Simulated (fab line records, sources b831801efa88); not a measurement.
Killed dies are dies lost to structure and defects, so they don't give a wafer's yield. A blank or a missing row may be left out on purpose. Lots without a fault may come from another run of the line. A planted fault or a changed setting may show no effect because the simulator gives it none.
Which tool did it? | flow sfq_line | 15 lots, 45 wafers sampled, at 2 steps of a route of 325

WHAT THE GAUGES READ, wafer by wafer
SFQ_I3_BOW_MEAS_922. Usual: I3_BOW 1 um, standard deviation 9.5.
lot  | measured     | on            | I3_BOW (um) | flag
L470 | day 26 09:38 | film_metro-03 | 19 9 11     |
L473 | day 27 18:38 | film_metro-02 | 19 5 2      |
L474 | day 28 00:40 | film_metro-03 | -10 8 0     |
L475 | day 29 14:23 | film_metro-01 | -8 -7 -11   |
L476 | day 30 10:10 | film_metro-01 | 0 1 3       |
L477 | day 30 17:35 | film_metro-01 | -2 -3 -13   |
L478 | day 31 14:35 | film_metro-02 | -11 -6 -11  |
L479 | day 32 21:59 | film_metro-02 | 3 8 9       |
L486 | day 34 23:34 | film_metro-03 | 2 -5 -4     |
L487 | day 35 06:04 | film_metro-02 | -1 14 7     |
L488 | day 35 10:22 | film_metro-03 | 4 4 3       |
L490 | day 35 19:59 | film_metro-02 | 3 10 9      |
L491 | day 36 06:10 | film_metro-02 | 1 10 4      |
L492 | day 36 09:10 | film_metro-01 | -7 -5 -10   |
L493 | day 37 04:22 | film_metro-01 | 27 13 20    |

WHICH TOOL RAN EACH LOT (tool, then ch and the chambers of the sampled wafers, then the start)
lot  | SFQ_TRILAYER_I0_VIA_ETCH_VIA_ETCH_034
L470 | rie_diel-02 ch 0,1,3, day 8 11:29
L473 | rie_diel-01 ch 2,3, day 9 14:26
L474 | rie_diel-03 ch 2,3, day 9 21:38
L475 | rie_diel-03 ch 0,2,3, day 10 02:26
L476 | rie_diel-03 ch 0,2,3, day 10 12:47
L477 | rie_diel-02 ch 0,1,3, day 10 16:23
L478 | rie_diel-02 ch 1,2, day 10 23:35
L479 | rie_diel-01 ch 0,1,3, day 11 04:23
L486 | rie_diel-01 ch 0,1,3, day 14 02:18
L487 | rie_diel-02 ch 0,2,3, day 14 08:18
L488 | rie_diel-01 ch 0,2, day 14 13:06
L490 | rie_diel-03 ch 1,2,3, day 15 07:06
L491 | rie_diel-01 ch 1,2,3, day 15 10:42
L492 | rie_diel-02 ch 1,2, day 15 23:28
L493 | rie_diel-02 ch 1,2, day 16 03:04
- SFQ_TRILAYER_I0_VIA_ETCH_VIA_ETCH_034: etches SiO2 in CHF3, stops on Nb, target depth 260 nm.

WHAT THE TOOLS THEMSELVES READ (means of the sampled wafers that have a number; where no wafer has one, the mark that the record gives instead)
SFQ_TRILAYER_I0_VIA_ETCH_VIA_ETCH_034. Usual: bias_w 79.97 W, standard deviation 0.21; chamber_pressure_mTorr 29.996 mTorr, standard deviation 0.027; drypump_motor_current_A 5.7 A, standard deviation 0.36; oes_product_au 0.854 a.u., standard deviation 0.0048.
lot  | tool        | bias_w (W) | chamber_pressure_mTorr (mTorr) | drypump_motor_current_A (A) | oes_product_au (a.u.) | flag
L470 | rie_diel-02 | 79.97      | 30.012                         | 5.4                         | 0.853                 |
L473 | rie_diel-01 | 80.10      | 30.009                         | 5.8                         | 0.852                 |
L474 | rie_diel-03 | 79.80      | 29.972                         | 5.4                         | 0.854                 |
L475 | rie_diel-03 | 80.14      | 30.025                         | 5.5                         | 0.853                 |
L476 | rie_diel-03 | 80.07      | 30.018                         | 5.5                         | 0.851                 |
L477 | rie_diel-02 | 80.05      | 30.009                         | 5.4                         | 0.856                 |
L478 | rie_diel-02 | 79.81      | 30.010                         | 5.7                         | 0.861                 |
L479 | rie_diel-01 | 79.95      | 30.019                         | 5.7                         | 0.858                 |
L486 | rie_diel-01 | -          | -                              | -                           | -                     | OFF
L487 | rie_diel-02 | -          | -                              | -                           | -                     | OFF
L488 | rie_diel-01 | -          | -                              | -                           | -                     | OFF
L490 | rie_diel-03 | 80.02      | 29.991                         | 5.5                         | 0.857                 |
L491 | rie_diel-01 | 80.04      | 29.981                         | 5.9                         | 0.859                 |
L492 | rie_diel-02 | 80.00      | 29.985                         | 6.0                         | 0.852                 |
L493 | rie_diel-02 | 79.74      | 29.994                         | 5.7                         | 0.853                 |

THE ANSWER, worked out from the rows above alone
Rule: a lot is off if the mean of its wafers that have a number lies more than 3 standard deviations from the usual mean. A lot without any number at a reading at which 4 lots or more have one is off too. The other lots that the step has rows for count as sound. The gauges are gone through in route order, then the tools' own readings, and for those a lot's mean is taken as printed above. The first step at which some lot is off is used, and at that step the reading that is off furthest; a lot without a number counts as furthest.
Off: L486, L487, L488, at SFQ_TRILAYER_I0_VIA_ETCH_VIA_ETCH_034 (bias_w). Without a number there: L486, L487, L488.
A tool fits if, at that step or a process step before it, it ran every lot that is off, and no sound lot after the first of them. None of those tried fits.

WHAT THE SIMULATOR HAD PUT IN
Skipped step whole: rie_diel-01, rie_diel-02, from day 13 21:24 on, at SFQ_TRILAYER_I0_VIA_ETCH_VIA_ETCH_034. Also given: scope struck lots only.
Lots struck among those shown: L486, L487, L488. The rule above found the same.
